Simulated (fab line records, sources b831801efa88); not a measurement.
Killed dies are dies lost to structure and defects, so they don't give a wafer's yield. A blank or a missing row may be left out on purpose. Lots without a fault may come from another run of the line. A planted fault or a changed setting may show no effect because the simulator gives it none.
Which tool did it? | flow gf180mcu | 13 lots, 39 wafers sampled, at 5 steps of a route of 602

WHAT THE GAUGES READ, wafer by wafer
GF_NWELL_OVL_MEAS_07.
lot  | measured    | on         | NWELL_OVL (nm)
L917 | day 3 12:31 | overlay-01 | -0.5 0.3 0.3
L918 | day 3 16:31 | overlay-01 | -1.9 -2.8 -2.7
L919 | day 3 23:08 | overlay-02 | -1.0 -1.6 -0.4
L921 | day 4 11:10 | overlay-02 | -0.2 0.2 -0.3
L922 | day 4 15:20 | overlay-01 | -0.8 -1.2 -1.1
L924 | day 5 01:29 | overlay-02 | -1.5 -1.8 1.4
L928 | day 6 00:28 | overlay-01 | -0.8 -2.9 0.9
L929 | day 6 04:02 | overlay-01 | -1.0 -0.7 -1.0
L931 | day 6 18:38 | overlay-01 | -2.3 -1.9 -1.3
L932 | day 6 22:43 | overlay-02 | - - -
L933 | day 7 06:08 | overlay-01 | - - -
L935 | day 7 16:28 | overlay-02 | -0.7 -1.2 -2.1
L939 | day 8 15:02 | overlay-01 | 2.1 2.3 2.0

GF_LVPWELL_TW_MEAS_11.
lot  | measured    | on            | LVPWELL_TW
L917 | day 4 01:30 | film_metro-04 | 561 560 559
L918 | day 4 06:52 | film_metro-04 | 559 559 561
L919 | day 4 13:33 | film_metro-04 | 559 562 561
L921 | day 5 01:34 | film_metro-04 | 554 558 559
L922 | day 5 05:25 | film_metro-04 | 558 555 558
L924 | day 5 16:28 | film_metro-01 | 563 566 565
L928 | day 6 16:03 | film_metro-01 | 566 563 564
L929 | day 6 20:04 | film_metro-04 | 557 557 555
L931 | day 7 11:22 | film_metro-01 | 566 570 565
L932 | day 7 15:38 | film_metro-01 | 1622 1615 1603 1617 1615 1613
L933 | day 7 23:07 | film_metro-04 | 1588 1579 1590 1581 1589 1588
L935 | day 8 09:44 | film_metro-03 | 562 559 564
L939 | day 9 07:56 | film_metro-03 | 562 561 560

GF_CONTACT_THK_MEAS_26: measures by xrf.
lot  | measured     | on            | CONTACT_W_THK (nm)
L917 | day 16 15:49 | film_metro-03 | 299 303 298
L918 | day 16 20:29 | film_metro-01 | 299 291 291
L919 | day 17 07:37 | film_metro-04 | 301 302 302
L921 | day 18 01:58 | film_metro-04 | 296 295 299
L922 | day 18 10:13 | film_metro-03 | 292 290 293
L924 | day 19 05:14 | film_metro-01 | 294 294 296
L928 | day 20 17:53 | film_metro-04 | 301 304 307
L929 | day 20 21:12 | film_metro-03 | 298 298 298
L931 | day 21 22:47 | film_metro-01 | 297 291 301
L935 | day 23 00:49 | film_metro-04 | 300 300 295
L939 | day 24 08:39 | film_metro-01 | 291 295 292

WHICH TOOL RAN EACH LOT (tool, then ch and the chambers of the sampled wafers, then the start)
lot  | GF_NWELL_COAT_02                 | GF_CONTACT_ETCH_17
L917 | litho_track-03 ch 0, day 3 06:11 | rie_diel-01 ch 0,1,2, day 16 15:49 or earlier
L918 | litho_track-03 ch 0, day 3 09:56 | rie_diel-03 ch 0,1,3, day 16 20:29 or earlier
L919 | litho_track-03 ch 0, day 3 16:53 | rie_diel-02 ch 0,1,3, day 17 07:37 or earlier
L921 | litho_track-04 ch 0, day 4 04:40 | rie_diel-02 ch 1,3, day 18 01:58 or earlier
L922 | litho_track-03 ch 0, day 4 09:02 | rie_diel-03 ch 0,3, day 18 10:13 or earlier
L924 | litho_track-02 ch 0, day 4 18:10 | rie_diel-01 ch 0,1, day 19 05:14 or earlier
L928 | litho_track-04 ch 0, day 5 16:37 | rie_diel-02 ch 0,1, day 20 17:53 or earlier
L929 | litho_track-02 ch 0, day 5 20:28 | rie_diel-03 ch 0,2,3, day 20 21:12 or earlier
L931 | litho_track-04 ch 0, day 6 10:40 | rie_diel-01 ch 0,1, day 21 22:47 or earlier
L932 | litho_track-02, day 6 14:38      | -
L933 | litho_track-04, day 6 22:04      | -
L935 | litho_track-04 ch 0, day 7 08:14 | rie_diel-02 ch 2,3, day 23 00:49 or earlier
L939 | litho_track-04 ch 0, day 8 06:35 | rie_diel-03 ch 0,1,3, day 24 08:39 or earlier
- GF_NWELL_COAT_02: resist thk 3021 nm.
- GF_CONTACT_ETCH_17: etches SiO2 in C4F8/O2/Ar, stops on CoSi2, target depth 860 nm.

WHAT THE TOOLS THEMSELVES READ (means of the sampled wafers that have a number; where no wafer has one, the mark that the record gives instead)
GF_NWELL_COAT_02.
lot  | tool           | chill_plate_temp_C (C) | dispense_pressure_kPa (kPa)
L917 | litho_track-03 | 22.93                  | 51.7
L918 | litho_track-03 | 23.06                  | 51.7
L919 | litho_track-03 | 23.00                  | 51.7
L921 | litho_track-04 | 23.04                  | 49.1
L922 | litho_track-03 | 23.02                  | 51.8
L924 | litho_track-02 | 22.95                  | 54.8
L928 | litho_track-04 | 23.06                  | 49.1
L929 | litho_track-02 | 23.04                  | 54.8
L931 | litho_track-04 | 22.94                  | 49.1
L932 | litho_track-02 | -                      | -
L933 | litho_track-04 | -                      | -
L935 | litho_track-04 | 23.09                  | 49.1
L939 | litho_track-04 | 22.90                  | 49.1

GF_CONTACT_ETCH_17.
lot  | tool        | oes_product_au (a.u.) | rf_fwd_power_W (W)
L917 | rie_diel-01 | 0.818                 | 1498
L918 | rie_diel-03 | 0.818                 | 1497
L919 | rie_diel-02 | 0.813                 | 1493
L921 | rie_diel-02 | 0.817                 | 1494
L922 | rie_diel-03 | 0.820                 | 1493
L924 | rie_diel-01 | 0.815                 | 1497
L928 | rie_diel-02 | 0.819                 | 1496
L929 | rie_diel-03 | 0.812                 | 1495
L931 | rie_diel-01 | 0.819                 | 1493
L935 | rie_diel-02 | 0.814                 | 1493
L939 | rie_diel-03 | 0.819                 | 1493

THE ANSWER, worked out from the rows above alone
Rule: what is usual is taken from the lots themselves. Put in order of their means at a reading, lots are off if they are a third of the lots or fewer, leave a main group of 4 or more, and stand apart from it by a gap of 3 or more times the standard deviation of the main group's means; of several such gaps the widest counts. A main group whose means are all the same, to the digits that the tables above print for the reading, isn't used. A lot without any number at a reading at which 4 lots or more have one is off too. The other lots that the step has rows for count as sound. The gauges are gone through in route order, then the tools' own readings, and for those a lot's mean is taken as printed above. The first step at which some lot is off is used, and at that step the reading that is off furthest; a lot without a number counts as furthest.
Off: L932, L933, at GF_NWELL_OVL_MEAS_07 (NWELL_OVL). Without a number there: L932, L933. The main group: mean -0.7 nm, standard deviation 1.1.
A tool fits if, at a process step before that reading, it ran every lot that is off, and no sound lot after the first of them. The gauges at GF_NWELL_OVL_MEAS_07 aren't tried: what is off there is off at GF_LVPWELL_TW_MEAS_11 too, on other tools, and a gauge's error can't cause that. None of those tried fits.

WHAT THE SIMULATOR HAD PUT IN
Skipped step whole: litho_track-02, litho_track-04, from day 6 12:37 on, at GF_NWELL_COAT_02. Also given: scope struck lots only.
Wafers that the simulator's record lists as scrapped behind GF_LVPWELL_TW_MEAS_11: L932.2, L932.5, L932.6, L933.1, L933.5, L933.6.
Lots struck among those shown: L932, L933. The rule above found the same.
